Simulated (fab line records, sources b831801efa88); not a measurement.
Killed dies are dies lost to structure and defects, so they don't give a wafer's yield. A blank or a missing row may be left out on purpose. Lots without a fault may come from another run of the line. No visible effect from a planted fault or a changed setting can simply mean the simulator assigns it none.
fab line records	flow sky130
[record] lots = 5	wafers = 15	last_day = 50
route steps=708 shown VIA2@527 METAL3@532 CAPM@537 PAD_OPEN@708
lots that met no fault: taken from a fault-free run of the same line
start_h: the number of hours between the record's first day and the start of the first shown wafer of the lot	wait_h: hours from the lot's prior step to this one	" repeats the value in the row above	L1.1+2: one row covering several wafers at once	- no value, or no start given	* or withheld: withheld	< > ~ a bound
route shown NAME@n: NAME is a module with steps in the file, n the number in the route of the first one	usual: mean/standard deviation taken from wafers without a fault	same: alike in all rows	chamber/n: place in a boat	sites: per-site readings	_std_site: how widely they spread, as a standard deviation	_edge_site: outer sites' mean less inner sites'	radius_mm: how far each site lies from the wafer's centre	mask NAME#n: copy n	behind: the most recent tool/chamber to have shaped the wafer	hold: reason for holding the lot/hours on hold/outcome of the hold	device: names the non-switching transistor (n, p or np)	end of line: at the end of the route, the tests of the same wafers	a step without rows: its recipe alone	killed: the dies lost at the first sort to structure and to defects; this is not the yield of the wafer	map: per-die view of a wafer (x killed, . not killed, _ where there is no die)
set.NAME: setting as actually run; set.NAME@STEP: the setting as run at that earlier step	model.NAME: the simulator's own value behind a step, which no gauge read
lots at selected steps of the route; one table per step, one row per wafer
services: the hour from which a tool's chamber was out of use, counted from the record's first day as start_h (under 0 if before that day), plus the number of hours and why
[[steps]]
[step SKY_VIA2_SPUTTER_20]
[recipe] material = TiN	target_thk_nm = 20	chamber_pressure_pa = 5	power_w = 4000	time_s = 80
[step SKY_VIA2_CVD_21]
[recipe] material = W	target_thk_nm = 420	time_s = 126.4	temp_c = 400	pressure_torr = 40
[usual] heater_power_w = 915/110
lot.wafer	tool	chamber	start_h	wait_h	heater_power_w
L324.1	cvd_w-01	0	867.81	0.0	805
L324.2	"	1	"	"	1030
L324.5	"	0	"	"	825
L333.2	cvd_w-02	0	934.32	0.0	835
L333.3	"	1	"	"	1026
L333.5	"	0	"	"	822
L344.1	cvd_w-02	1	997.82	0.0	1031
L344.3	"	1	"	"	1009
L344.6	"	0	"	"	874
L346.2	cvd_w-01	0	1003.00	0.0	777
L346.3	"	0	"	"	742
L346.6	"	1	"	"	1007
L345.3	cvd_w-01	0	1004.95	0.1	742
L345.5	"	0	"	"	756
L345.6	"	1	"	"	988
[step SKY_VIA2_RS_MEAS_22]
[recipe] thk_meas_gauge = four-point-probe	reads = W_of_VIA2_CVD_21+TiN_of_VIA2_SPUTTER_20
[usual] VIA2_W_RS = 0.271/0.0053
lot.wafer	tool	chamber	start_h	wait_h	VIA2_W_RS[ohm/sq]
L324.1	film_metro-01	-	867.94	0.1	0.277
L324.2	"	-	"	"	0.267
L324.5	"	-	"	"	0.274
L333.2	film_metro-02	-	934.47	0.1	0.274
L333.3	"	-	"	"	0.271
L333.5	"	-	"	"	0.274
L344.1	film_metro-01	-	997.95	0.1	0.270
L344.3	"	-	"	"	0.271
L344.6	"	-	"	"	0.277
L346.2	film_metro-02	-	1003.15	0.1	0.273
L346.3	"	-	"	"	0.270
L346.6	"	-	"	"	0.264
L345.3	film_metro-02	-	1005.07	0.1	0.271
L345.5	"	-	"	"	0.274
L345.6	"	-	"	"	0.265
[step SKY_VIA2_THK_MEAS_23]
[recipe] thk_meas_gauge = xrf	reads = W_of_VIA2_CVD_21
[usual] VIA2_W_THK = 426/9
lot.wafer	tool	chamber	start_h	wait_h	VIA2_W_THK[nm]
L324.1	film_metro-01	-	868.06	0.1	416
L324.2	"	-	"	"	436
L324.5	"	-	"	"	420
L333.2	film_metro-02	-	934.58	0.1	421
L333.3	"	-	"	"	425
L333.5	"	-	"	"	422
L344.1	film_metro-01	-	998.07	0.1	429
L344.3	"	-	"	"	432
L344.6	"	-	"	"	418
L346.2	film_metro-02	-	1003.26	0.1	420
L346.3	"	-	"	"	422
L346.6	"	-	"	"	429
L345.3	film_metro-02	-	1005.17	0.1	423
L345.5	"	-	"	"	416
L345.6	"	-	"	"	433
[step SKY_VIA2_CMP_24]
[recipe] stop_on = SiO2	t_overpolish_s = 20	down_force_psi = 3.5	platen_rpm = 60	target_thk_nm = 0	pad_velocity_m_s = 0.94248
[step SKY_METAL3_SPUTTER_00]
[recipe] material = Ti	target_thk_nm = 15	power_w = 3000	time_s = 10	chamber_pressure_pa = 0.4
[step SKY_METAL3_SPUTTER_01]
[recipe] material = TiN	target_thk_nm = 20	power_w = 6500	time_s = 16.7	chamber_pressure_pa = 0.4
[step SKY_METAL3_SPUTTER_02]
[recipe] material = AlCu	target_thk_nm = 735	power_w = 10600	time_s = 39.1	chamber_pressure_pa = 0.4
[usual] throttle_valve_pct = 29.8/1.1
lot.wafer	tool	chamber	start_h	wait_h	throttle_valve_pct
L324.1	pvd_sputter-03	-	868.47	0.0	29.5
L324.2	"	-	"	"	31.4
L324.5	"	-	"	"	29.5
L333.2	pvd_sputter-03	-	934.98	0.0	29.1
L333.3	"	-	"	"	29.7
L333.5	"	-	"	"	31.0
L344.1	pvd_sputter-04	-	998.48	0.0	30.6
L344.3	"	-	"	"	32.0
L344.6	"	-	"	"	32.0
L346.2	pvd_sputter-03	-	1003.66	0.0	29.2
L346.3	"	-	"	"	29.6
L346.6	"	-	"	"	29.5
L345.3	pvd_sputter-03	-	1005.56	0.0	29.7
L345.5	"	-	"	"	29.4
L345.6	"	-	"	"	29.3
[step SKY_METAL3_SPUTTER_03]
[recipe] material = Ti	target_thk_nm = 5	power_w = 3000	time_s = 3.3	chamber_pressure_pa = 0.4
[step SKY_METAL3_SPUTTER_04]
[recipe] material = TiN	target_thk_nm = 70	power_w = 6500	time_s = 58.3	chamber_pressure_pa = 0.4
[step SKY_CAPM_CVD_00]
[recipe] material = SiO2	target_thk_nm = 15.5	temp_c = 400	time_s = withheld	rf_w = 450
[step SKY_CAPM_THK_MEAS_01]
[recipe] reads = SiO2_of_CAPM_CVD_00
[usual] CAPM_CVD_00_THK = 15.45/0.23
lot.wafer	tool	chamber	start_h	wait_h	CAPM_CVD_00_THK[nm]
L324.1	film_metro-03	-	868.60	-	14.98
L324.2	"	-	"	"	15.16
L324.5	"	-	"	"	15.29
L333.2	film_metro-02	-	935.12	-	15.48
L333.3	"	-	"	"	15.50
L333.5	"	-	"	"	15.85
L344.1	film_metro-02	-	998.61	-	15.45
L344.3	"	-	"	"	15.35
L344.6	"	-	"	"	15.69
L346.2	film_metro-02	-	1003.80	-	15.23
L346.3	"	-	"	"	15.22
L346.6	"	-	"	"	15.38
L345.3	film_metro-03	-	1005.71	-	14.92
L345.5	"	-	"	"	15.55
L345.6	"	-	"	"	15.81
[step SKY_CAPM_SPUTTER_02]
[recipe] material = TiN	target_thk_nm = 200	temp_c = 300	power_w = 6500	time_s = 166.7	chamber_pressure_pa = 0.4
[usual] throttle_valve_pct = 29.9/1.4
lot.wafer	tool	chamber	start_h	wait_h	throttle_valve_pct	model.TiN_of_CAPM_SPUTTER_02.thk_nm
L324.1	pvd_sputter-04	-	868.66	0.1	30.5	197.7
L324.2	"	-	"	"	31.9	200.5
L324.5	"	-	"	"	30.7	196.1
L333.2	pvd_sputter-01	-	935.17	0.0	30.4	201.1
L333.3	"	-	"	"	29.0	203.9
L333.5	"	-	"	"	30.8	202.9
L344.1	pvd_sputter-01	-	998.67	0.1	28.7	197.3
L344.3	"	-	"	"	30.8	208.5
L344.6	"	-	"	"	30.7	200.8
L346.2	pvd_sputter-02	-	1003.85	0.0	30.3	199.1
L346.3	"	-	"	"	30.2	197.9
L346.6	"	-	"	"	29.9	198.6
L345.3	pvd_sputter-02	-	1005.75	0.0	30.3	197.9
L345.5	"	-	"	"	30.0	199
L345.6	"	-	"	"	30.0	197.7
[step SKY_CAPM_RS_MEAS_03]
[recipe] thk_meas_gauge = four-point-probe	reads = TiN_of_CAPM_SPUTTER_02
[usual] CAPM_TIN_RS = 6.92/0.084
lot.wafer	tool	chamber	start_h	wait_h	CAPM_TIN_RS[ohm/sq]
L324.1	film_metro-04	-	868.77	0.1	6.98
L324.2	"	-	"	"	6.87
L324.5	"	-	"	"	7.04
L333.2	film_metro-04	-	935.30	0.1	6.85
L333.3	"	-	"	"	6.77
L333.5	"	-	"	"	6.80
L344.1	film_metro-04	-	998.78	0.1	6.99
L344.3	"	-	"	"	6.60
L344.6	"	-	"	"	6.86
L346.2	film_metro-03	-	1003.98	0.1	6.94
L346.3	"	-	"	"	6.99
L346.6	"	-	"	"	6.95
L345.3	film_metro-04	-	1005.90	0.1	6.97
L345.5	"	-	"	"	6.94
L345.6	"	-	"	"	6.98
[step SKY_CAPM_THK_MEAS_04]
[recipe] thk_meas_gauge = xrf	reads = TiN_of_CAPM_SPUTTER_02
[usual] CAPM_TIN_THK = 202.7/2.7
lot.wafer	tool	chamber	start_h	wait_h	CAPM_TIN_THK[nm]
L324.1	film_metro-04	-	868.89	0.1	199.9
L324.2	"	-	"	"	202.1
L324.5	"	-	"	"	197.4
L333.2	film_metro-04	-	935.41	0.1	205.0
L333.3	"	-	"	"	207.2
L333.5	"	-	"	"	207.1
L344.1	film_metro-04	-	998.90	0.1	199.6
L344.3	"	-	"	"	211.9
L344.6	"	-	"	"	202.9
L346.2	film_metro-03	-	1004.09	0.1	203.1
L346.3	"	-	"	"	201.3
L346.6	"	-	"	"	201.0
L345.3	film_metro-04	-	1006.00	0.1	199.7
L345.5	"	-	"	"	200.8
L345.6	"	-	"	"	201.4
[step SKY_CAPM_DEHYDRATE_05]
[recipe] temp_c = 200	time_s = 60
[step SKY_CAPM_HMDS_06]
[recipe] prime_time_s = 60	prime_temp_c = 120
[step SKY_CAPM_COAT_07]
[recipe] resist = NOVOLAK	spin_rpm = 3000	resist_thk_nm = 1140
[step SKY_CAPM_SOFTBAKE_08]
[recipe] temp_c = 90	time_s = 60	resist = NOVOLAK
[step SKY_CAPM_EXPOSE_09]
[recipe] mask_id = CAPM	na = 0.6	source_shape = conventional	sigma_outer = 0.6	polarization = unpolarized	target_cd_nm = 1000	dose_mj = 159
[step SKY_CAPM_PEB_10]
[recipe] temp_c = withheld	time_s = *	resist = NOVOLAK
[step SKY_CAPM_DEVELOP_11]
[recipe] resist = NOVOLAK	developer = TMAH	develop_time_s = 60	dev_temp_c = 23
[step SKY_CAPM_OVL_MEAS_12]
[usual] CAPM_OVL = -0.3/1.4
lot.wafer	tool	chamber	start_h	wait_h	CAPM_OVL[nm]
L324.1	overlay-01	-	893.21	0.1	-2.3
L324.2	"	-	"	"	-1.8
L324.5	"	-	"	"	-2.3
L333.2	overlay-02	-	958.50	0.1	-2.7
L333.3	"	-	"	"	-1.0
L333.5	"	-	"	"	-1.1
L344.1	overlay-01	-	1021.70	0.1	2.0
L344.3	"	-	"	"	0.8
L344.6	"	-	"	"	-1.4
L346.2	overlay-01	-	1026.72	0.1	1.0
L346.3	"	-	"	"	0.5
L346.6	"	-	"	"	0.9
L345.3	overlay-01	-	1028.45	0.1	1.1
L345.5	"	-	"	"	-0.4
L345.6	"	-	"	"	0.5
[step SKY_CAPM_METAL_ETCH_13]
[recipe] target_depth_nm = 220	stop_on = SiO2	chemistry = Cl2/BCl3	target = TiN	pressure_mtorr = 10	icp_w = 900	bias_w = 48.5	Cl2_flow_sccm = 60	bcl3_flow_sccm = 30	time_s = 62.9
[usual] drypump_motor_current_A = 6.2/0.57	oes_product_au = 0.940/0.0082	throttle_valve_pct = 21.902/0.0093
lot.wafer	tool	chamber	start_h	wait_h	drypump_motor_current_A	oes_product_au	rf_hours_counter_h	throttle_valve_pct	model.CAPM.feature_depth_nm	model.etch.depth_nm
L324.1	rie_metal-02	0	893.25	0.0	6.8	0.932	2	21.909	197.7	197.7
L324.2	"	0	"	"	6.8	0.945	-	21.908	200.5	200.5
L324.5	"	0	"	"	6.8	0.934	-	21.906	196.1	196.1
L333.2	rie_metal-04	0	958.53	0.0	6.3	0.940	15	21.878	201.1	201.1
L333.3	"	1	"	"	5.0	0.954	-	21.909	203.9	203.9
L333.5	"	1	"	"	5.0	0.940	-	21.895	202.9	202.9
L344.1	rie_metal-04	0	1021.74	0.0	6.3	0.931	18	21.910	197.3	197.3
L344.3	"	0	"	"	6.3	0.964	-	21.871	208.5	208.5
L344.6	"	1	"	"	5.0	0.949	-	21.898	200.8	200.8
L346.2	rie_metal-03	1	1026.75	0.0	5.8	0.932	4	21.891	199.1	199.1
L346.3	"	1	"	"	5.8	0.938	-	21.914	197.9	197.9
L346.6	"	1	"	"	5.8	0.932	-	21.909	198.6	198.6
L345.3	rie_metal-02	0	1028.50	0.0	6.8	0.930	-	21.909	197.9	197.9
L345.5	"	0	"	"	6.8	0.941	-	21.902	199	199
L345.6	"	1	"	"	6.3	0.934	-	21.933	197.7	197.7
[step SKY_CAPM_STRIP_14]
[recipe] chemistry = O2/N2	power_w = 1400	pressure_mtorr = 1500	platen_temp_c = withheld	o2_flow_sccm = 3000	n2_flow_sccm = 300	overash_fraction = 0.5
[usual] drypump_motor_current_A = 5.8/0.32	oes_product_au = 0.710/0.0046	strip_time_to_endpoint_s = 12.66/0.05
lot.wafer	tool	chamber	start_h	wait_h	drypump_motor_current_A	oes_product_au	rf_hours_counter_h	strip_time_to_endpoint_s
L324.1	plasma_asher-01	1	893.40	0.1	6.2	0.707	47	12.64
L324.2	"	0	"	"	5.9	0.718	47	12.63
L324.5	"	0	"	"	5.9	0.713	-	12.62
L333.2	plasma_asher-01	0	958.61	0.1	5.9	0.711	54	12.62
L333.3	"	0	"	"	5.9	0.707	-	12.69
L333.5	"	0	"	"	5.9	0.707	-	12.69
L344.1	plasma_asher-01	0	1021.81	0.1	5.9	0.706	60	12.69
L344.3	"	0	"	"	5.9	0.712	-	12.68
L344.6	"	0	"	"	5.9	0.702	-	12.66
L346.2	plasma_asher-03	1	1026.82	0.1	5.3	0.705	27	12.69
L346.3	"	1	"	"	5.3	0.707	-	12.64
L346.6	"	0	"	"	6.1	0.713	-	12.73
L345.3	plasma_asher-04	0	1028.59	0.1	5.7	0.709	-	12.68
L345.5	"	1	"	"	6.1	0.721	-	12.64
L345.6	"	0	"	"	5.8	0.710	-	12.63
[step SKY_CAPM_STRIP_15]
[recipe] chemistry = post_etch_residue_remover	time_s = 1200	temp_c = 72.5
[step SKY_CAPM_CLEAN_16]
[recipe] chemistry = IPA	time_s = 180	temp_c = 25
[step SKY_CAPM_CLEAN_17]
[recipe] chemistry = O3/DIW	dry = n2_spin
[step SKY_METAL3_DEHYDRATE_05]
[recipe] temp_c = 200	time_s = 60
[step SKY_METAL3_HMDS_06]
[recipe] prime_time_s = 60	prime_temp_c = 120
[step SKY_METAL3_COAT_07]
[recipe] resist = BARC	temp_c = withheld	time_s = withheld	spin_rpm = 3000	resist_thk_nm = 60
[step SKY_METAL3_COAT_08]
[recipe] resist = KrF-thick	spin_rpm = 3000	resist_thk_nm = 1140
[step SKY_METAL3_SOFTBAKE_09]
[recipe] temp_c = 100	time_s = 90	resist = KrF-thick
[step SKY_METAL3_EXPOSE_10]
[recipe] mask_id = MM3	na = 0.68	source_shape = annular	sigma_inner = 0.4	sigma_outer = 0.8	target_cd_nm = 300	dose_mj = 28
[step SKY_METAL3_PEB_11]
[recipe] peb_temp_c = withheld	peb_time_s = withheld	resist = KrF-thick
[step SKY_METAL3_DEVELOP_12]
[recipe] develop_time_s = 60	resist = KrF-thick	dev_temp_c = 21
[step SKY_METAL3_CD_MEAS_13]
[recipe] target_cd_nm = 300
[usual] cd_nm = 299.7/1.5
lot.wafer	tool	chamber	start_h	wait_h	cd_nm
L324.1	cd_sem-02	-	918.60	-	300.6
L324.2	"	-	"	"	301.6
L324.5	"	-	"	"	300.7
L333.2	cd_sem-01	-	982.23	-	298.3
L333.3	"	-	"	"	298.5
L333.5	"	-	"	"	300.6
L344.1	cd_sem-01	-	1045.86	-	299.2
L344.3	"	-	"	"	299.9
L344.6	"	-	"	"	300.1
L346.2	cd_sem-01	-	1050.62	-	300.5
L346.3	"	-	"	"	301.3
L346.6	"	-	"	"	302.6
L345.3	cd_sem-01	-	1051.53	-	300.9
L345.5	"	-	"	"	300.9
L345.6	"	-	"	"	300.9
[step SKY_METAL3_OVL_MEAS_14]
[usual] METAL3_OVL = 0/5.4
lot.wafer	tool	chamber	start_h	wait_h	METAL3_OVL[nm]
L324.1	overlay-01	-	918.72	0.1	-1
L324.2	"	-	"	"	-9
L324.5	"	-	"	"	-3
L333.2	overlay-01	-	982.34	0.1	5
L333.3	"	-	"	"	-3
L333.5	"	-	"	"	6
L344.1	overlay-02	-	1045.98	0.1	-1
L344.3	"	-	"	"	-3
L344.6	"	-	"	"	9
L346.2	overlay-01	-	1050.73	0.1	-4
L346.3	"	-	"	"	-2
L346.6	"	-	"	"	-7
L345.3	overlay-02	-	1051.62	0.1	-1
L345.5	"	-	"	"	1
L345.6	"	-	"	"	2
[step SKY_METAL3_DESCUM_15]
[recipe] chemistry = O2	source_power_w = 150	bias_power_w = 0	pressure_mtorr = 10	temp_c = 40	time_s = 8
[usual] drypump_motor_current_A = 5.9/0.82	oes_product_au = 1.002/0.0099
[same] bias_power_w = 0
lot.wafer	tool	chamber	start_h	wait_h	drypump_motor_current_A	oes_product_au	rf_hours_counter_h
L324.1	rie_metal-02	0	918.75	0.0	6.8	0.999	4
L324.2	"	1	"	"	6.3	1.009	1
L324.5	"	1	"	"	6.4	1.010	-
L333.2	rie_metal-04	1	982.37	0.0	5.0	1.005	3
L333.3	"	0	"	"	6.3	1.016	-
L333.5	"	1	"	"	5.0	1.009	-
L344.1	rie_metal-02	1	1046.02	0.0	6.4	1.000	8
L344.3	"	0	"	"	6.8	0.986	-
L344.6	"	1	"	"	6.4	1.010	-
L346.2	rie_metal-02	1	1050.76	0.0	6.4	1.016	8
L346.3	"	1	"	"	6.4	1.002	-
L346.6	"	0	"	"	6.8	1.000	-
L345.3	rie_metal-01	1	1051.65	0.0	5.0	1.006	-
L345.5	"	0	"	"	4.7	0.993	-
L345.6	"	1	"	"	5.0	1.001	-
[step SKY_METAL3_ETCH_16]
[recipe] chemistry = N2/H2	target = BARC	ion_energy_ev = 200	bias_w = 100	pressure_mtorr = 30	n2_flow_sccm = 100	h2_flow_sccm = 200	icp_w = 500	stop_on = SiO2	time_s = 88.2	target_depth_a = 600
[step SKY_METAL3_ETCH_17]
[recipe] target = SiO2	stop_on = TiN	chemistry = C4F8/O2/Ar	source_w = 1500	bias_w = 1200	pressure_mtorr = 40	c4f8_flow_sccm = withheld	O2_flow_sccm = 6	Ar_flow_sccm = 300	time_s = 3.9	target_depth_a = 150
[step SKY_METAL3_METAL_ETCH_18]
[recipe] target_depth_a = 8450	stop_on = SiO2	over_etch_frac = 0.3	time_s = 183.1	chemistry = Cl2/BCl3	resist_sidewall_deg = 88	pressure_mtorr = 10	icp_w = 900	bias_w = 48.5	Cl2_flow_sccm = 60	bcl3_flow_sccm = 30
[usual] drypump_motor_current_A = 5.6/0.79	oes_product_au = 0.866/0.0058	throttle_valve_pct = 22.264/0.0096
lot.wafer	tool	chamber	start_h	wait_h	drypump_motor_current_A	oes_product_au	rf_hours_counter_h	throttle_valve_pct
L324.1	rie_metal-01	1	918.90	0.0	5.0	0.862	18	22.268
L324.2	"	0	"	"	4.7	0.852	15	22.281
L324.5	"	0	"	"	4.7	0.863	-	22.274
L333.2	rie_metal-01	1	982.51	0.0	5.0	0.866	2	22.278
L333.3	"	0	"	"	4.8	0.861	-	22.262
L333.5	"	0	"	"	4.8	0.864	-	22.251
L344.1	rie_metal-04	1	1046.16	0.0	5.0	0.871	8	22.257
L344.3	"	1	"	"	5.0	0.873	-	22.264
L344.6	"	1	"	"	5.0	0.868	-	22.254
L346.2	rie_metal-04	1	1050.90	0.0	5.0	0.868	8	22.277
L346.3	"	0	"	"	6.3	0.869	-	22.269
L346.6	"	1	"	"	5.0	0.868	-	22.253
L345.3	rie_metal-04	0	1051.85	0.1	6.3	0.866	-	22.266
L345.5	"	1	"	"	5.0	0.870	-	22.248
L345.6	"	0	"	"	6.3	0.872	-	22.262
[step SKY_METAL3_STRIP_20]
[recipe] chemistry = post_etch_residue_remover	time_s = 1200	temp_c = 72.5
lot.wafer	tool	chamber	start_h	wait_h	model.TiN_of_CAPM_SPUTTER_02.thk_nm
L324.1	wet_bench-02	0	919.18	0.1	196.9
L324.2	"	0	"	"	199.7
L324.5	"	0	"	"	195.3
L333.2	wet_bench-03	0	982.79	0.1	200.3
L333.3	"	0	"	"	203.1
L333.5	"	0	"	"	202.1
L344.1	wet_bench-03	1	1046.44	0.1	196.4
L344.3	"	1	"	"	207.6
L344.6	"	1	"	"	199.9
L346.2	wet_bench-02	0	1051.18	0.1	198.3
L346.3	"	0	"	"	197.1
L346.6	"	0	"	"	197.8
L345.3	wet_bench-03	0	1052.07	0.0	197
L345.5	"	0	"	"	198.1
L345.6	"	0	"	"	196.9
[step SKY_PAD_OPEN_PROBE_99]
[usual] defect_limited_yield = 82.3/2	killed_at_M0_to_M3 = 43/7.3	killed_at_M4_up = 3.1/1.7	killed_at_contacts = 25/5.3	killed_at_front_end = 15/4.3	killed_at_other = 0.2/0.54	killed_dies = 87/10	killed_open = 48/7.6	killed_short = 38/6.1	sort_bin_3_pad_short = 0.9/0.42	sort_bin_5_function = 10.5/1.5	sort_bin_6_memory = 6.3/1.2	sort_n_pass = 405/10	sort_yield_pct = 82.3/2
[same] gross_dies = 492	killed_at_back_side = 0	sort_bin_4_leakage[%] = 0	sort_bin_8_speed[%] = 0
lot.wafer	tool	chamber	start_h	wait_h	defect_limited_yield[%]	killed_at_M0_to_M3	killed_at_M4_up	killed_at_contacts	killed_at_front_end	killed_at_other	killed_dies	killed_open	killed_short	sort_bin_3_pad_short[%]	sort_bin_5_function[%]	sort_bin_6_memory[%]	sort_n_pass	sort_yield_pct[%]	model.etest.cap_mim.plate_ohm_sq
L324.1	prober-01	-	1089.87	0.1	83.3	45	3	24	10	0	82	47	35	0.6	9.8	6.3	410	83.3	6.004
L324.2	prober-01	-	1089.92	0.1	83.3	51	0	24	7	0	82	41	39	1.0	10.0	5.7	410	83.3	6.058
L324.5	prober-01	-	1090.07	0.2	80.1	45	7	30	16	0	98	55	43	0.4	11.8	7.7	394	80.1	6.062
L333.2	prober-01	-	1145.58	0.1	84.3	37	6	20	14	0	77	40	37	1.2	8.1	6.3	415	84.3	6.032
L333.3	prober-01	-	1145.63	0.2	82.1	41	4	30	13	0	88	49	39	1.0	11.6	5.3	404	82.1	5.923
L333.5	prober-01	-	1145.73	0.2	80.7	43	3	27	22	0	95	57	38	1.0	13.6	4.7	397	80.7	5.885
L344.1	prober-01	-	1192.91	0.1	81.1	43	4	31	15	0	93	58	34	1.2	12.4	5.3	399	81.1	6.099
L344.3	prober-01	-	1193.01	0.2	82.7	46	5	22	12	0	85	47	38	1.2	12.0	4.1	407	82.7	5.723
L344.6	prober-01	-	1193.16	0.2	84.3	37	1	29	10	0	77	41	36	1.0	8.7	5.9	415	84.3	5.981
L346.2	prober-02	-	1195.51	0.1	82.9	44	3	26	11	0	84	55	26	0.4	9.8	6.9	408	82.9	5.99
L346.3	prober-02	-	1195.56	0.2	82.1	40	5	28	14	1	88	51	36	0.8	9.3	7.7	404	82.1	6.056
L346.6	prober-02	-	1195.71	0.2	83.7	52	0	19	9	0	80	47	33	0.4	9.1	6.7	412	83.7	5.994
L345.3	prober-01	-	1196.38	0.2	80.1	42	1	35	20	0	98	57	41	0.8	12.6	6.5	394	80.1	6.042
L345.5	prober-01	-	1196.48	0.2	81.3	38	7	25	21	1	92	45	47	1.6	10.6	6.5	400	81.3	5.997
L345.6	prober-01	-	1196.53	0.2	78.5	62	2	23	19	0	106	54	52	1.6	11.6	8.3	386	78.5	6.043
// killed by level:class
L324.1 VIA1:geometric_particle:open=14 CONTACT:geometric_particle:open=11 METAL2:geometric_particle:short=6 VIA3:geometric_particle:short=5 VIA3:geometric_particle:open=5 METAL1:geometric_particle:short=4 VIA1:geometric_particle:short=4 VIA2:geometric_particle:open=4
L324.2 CONTACT:geometric_particle:open=10 VIA1:geometric_particle:open=9 VIA3:geometric_particle:open=8 METAL1:geometric_particle:short=7 VIA1:geometric_particle:short=6 LI_CONTACT:geometric_particle:open=5 METAL3:geometric_particle:short=5 VIA2:geometric_particle:open=5
L324.5 VIA1:geometric_particle:open=10 LI_CONTACT:geometric_particle:open=9 CONTACT:geometric_particle:open=8 VIA2:geometric_particle:open=8 FIELD_ISO:geometric_particle:open=6 METAL1:geometric_particle:short=6 CONTACT:geometric_particle:short=5 VIA2:geometric_particle:short=5
L333.2 VIA1:geometric_particle:short=9 VIA1:geometric_particle:open=8 CONTACT:geometric_particle:open=7 FIELD_ISO:geometric_particle:short=5 METAL1:geometric_particle:short=5 LI_CONTACT:geometric_particle:open=5 VIA3:geometric_particle:open=5 METAL4:geometric_particle:short=4
L333.3 CONTACT:geometric_particle:open=13 VIA1:geometric_particle:open=12 LI_CONTACT:geometric_particle:open=6 VIA2:geometric_particle:open=5 VIA3:geometric_particle:open=5 LOCAL_INTERCONNECT:geometric_particle:short=4 METAL1:geometric_particle:short=4 VIA1:geometric_particle:short=4
L333.5 CONTACT:geometric_particle:open=14 VIA1:geometric_particle:open=10 VIA3:geometric_particle:open=10 VIA2:geometric_particle:open=6 FIELD_ISO:geometric_particle:open=5 POLY_GATE:geometric_particle:short=5 FIELD_ISO:geometric_particle:short=4 LOCAL_INTERCONNECT:geometric_particle:short=4
L344.1 CONTACT:geometric_particle:open=12 VIA1:geometric_particle:open=11 LI_CONTACT:geometric_particle:open=11 VIA2:geometric_particle:open=7 METAL1:geometric_particle:short=6 POLY_GATE:geometric_particle:open=5 METAL3:geometric_particle:short=5 VIA3:geometric_particle:open=5
L344.3 VIA1:geometric_particle:open=10 CONTACT:geometric_particle:open=8 LI_CONTACT:geometric_particle:open=7 METAL3:geometric_particle:short=6 VIA3:geometric_particle:open=5 POLY_GATE:geometric_particle:open=4 VIA2:geometric_particle:open=4 METAL1:geometric_particle:short=4
L344.6 CONTACT:geometric_particle:open=15 METAL1:geometric_particle:short=7 METAL2:geometric_particle:short=7 VIA1:geometric_particle:open=6 FIELD_ISO:geometric_particle:open=4 LI_CONTACT:geometric_particle:open=4 CONTACT:geometric_particle:short=4 VIA1:geometric_particle:short=4
L346.2 VIA1:geometric_particle:open=13 CONTACT:geometric_particle:open=12 VIA3:geometric_particle:open=8 LI_CONTACT:geometric_particle:open=6 VIA2:geometric_particle:open=5 LI_CONTACT:geometric_particle:short=4 VIA1:geometric_particle:short=3 METAL2:geometric_particle:short=3
L346.3 VIA2:geometric_particle:open=13 CONTACT:geometric_particle:open=11 LI_CONTACT:geometric_particle:open=6 LOCAL_INTERCONNECT:geometric_particle:short=5 VIA1:geometric_particle:open=5 POLY_GATE:geometric_particle:open=4 METAL1:geometric_particle:short=4 VIA2:geometric_particle:short=4
L346.6 VIA1:geometric_particle:open=11 VIA3:geometric_particle:open=9 CONTACT:geometric_particle:open=7 METAL1:geometric_particle:short=7 LI_CONTACT:geometric_particle:open=6 VIA1:geometric_particle:short=6 VIA2:geometric_particle:open=5 METAL2:geometric_particle:short=5
L345.3 LI_CONTACT:geometric_particle:open=14 CONTACT:geometric_particle:open=9 VIA1:geometric_particle:open=8 METAL2:geometric_particle:short=8 VIA3:geometric_particle:open=6 FIELD_ISO:geometric_particle:open=5 POLY_GATE:geometric_particle:short=5 VIA2:geometric_particle:open=5
L345.5 CONTACT:geometric_particle:short=9 LI_CONTACT:geometric_particle:open=8 VIA1:geometric_particle:open=8 METAL2:geometric_particle:short=7 POLY_GATE:geometric_particle:open=5 POLY_GATE:geometric_particle:short=4 CONTACT:geometric_particle:open=4 METAL4:geometric_particle:short=4
L345.6 VIA1:geometric_particle:open=13 CONTACT:geometric_particle:open=11 VIA3:geometric_particle:open=8 METAL1:geometric_particle:short=7 METAL2:geometric_particle:short=7 CONTACT:geometric_particle:short=6 VIA1:geometric_particle:short=6 METAL3:geometric_particle:short=5
[[services]]
tool	chamber	start_h	hours	kind
rie_metal-04	0	858.71	23.8	repair
plasma_asher-04	-	860.28	6.9	repair
pvd_sputter-03	-	869.83	7.2	repair
wet_bench-02	-	879.51	1.9	pm
cvd_w-02	-	880.81	1.6	repair
cvd_w-01	-	888.48	6.0	pm
rie_metal-04	1	900.10	-	clean
rie_metal-04	1	900.10	20.4	scheduled_down
rie_metal-04	1	900.10	20.4	vent_cycle
rie_metal-03	0	903.81	3.6	repair
cvd_w-01	-	904.00	14.0	pm
pvd_sputter-04	-	914.77	0.9	repair
rie_metal-04	-	916.82	2.8	pm
cvd_w-02	-	918.58	2.8	pm
pvd_sputter-04	-	925.15	19.3	repair
rie_metal-03	-	927.00	4.3	pm
pvd_sputter-03	-	960.10	5.2	repair
pvd_sputter-02	-	975.61	3.6	repair
pvd_sputter-01	-	989.16	0.9	repair
rie_metal-02	1	990.83	4.2	repair
rie_metal-04	0	990.98	7.1	repair
pvd_sputter-02	-	1022.00	0.6	repair
rie_metal-04	-	1036.59	3.5	repair
pvd_sputter-01	-	1043.85	1.1	repair
[[key]]
[first_sign] step = SKY_CAPM_RS_MEAS_03	reading = CAPM_TIN_RS	direction = down	sigmas = 3.8	usual = 6.92	struck = 6.60
[effect] step = SKY_CAPM_THK_MEAS_04	reading = CAPM_TIN_THK	direction = up	sigmas = 3.3	usual = 202.7	struck = 211.9
[model_effect] step = SKY_CAPM_SPUTTER_02	value = TiN_of_CAPM_SPUTTER_02.thk_nm	without = 200.6	struck = 208.5
[model_effect] step = SKY_CAPM_METAL_ETCH_13	value = CAPM.feature_depth_nm	without = 200.6	struck = 208.5
[model_effect] step = SKY_METAL3_STRIP_20	value = TiN_of_CAPM_SPUTTER_02.thk_nm	without = 199.7	struck = 207.6
[model_effect] step = SKY_PAD_OPEN_PROBE_99	value = etest.cap_mim.plate_ohm_sq	without = 5.949	struck = 5.723
met_at SKY_CAPM_SPUTTER_02
struck_wafers L344.3
onset_between 935.17 998.67
[fault] kind = process_parameter_drift	tool = pvd_sputter-01	chamber = -	onset_h = 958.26	steps = SKY_CAPM_SPUTTER_02	channel = target_thk_nm	offset = 7.9002	shape = step	end_h = 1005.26	scope = struck_wafers_only	acts_in = these_recipes_only	stated = 200
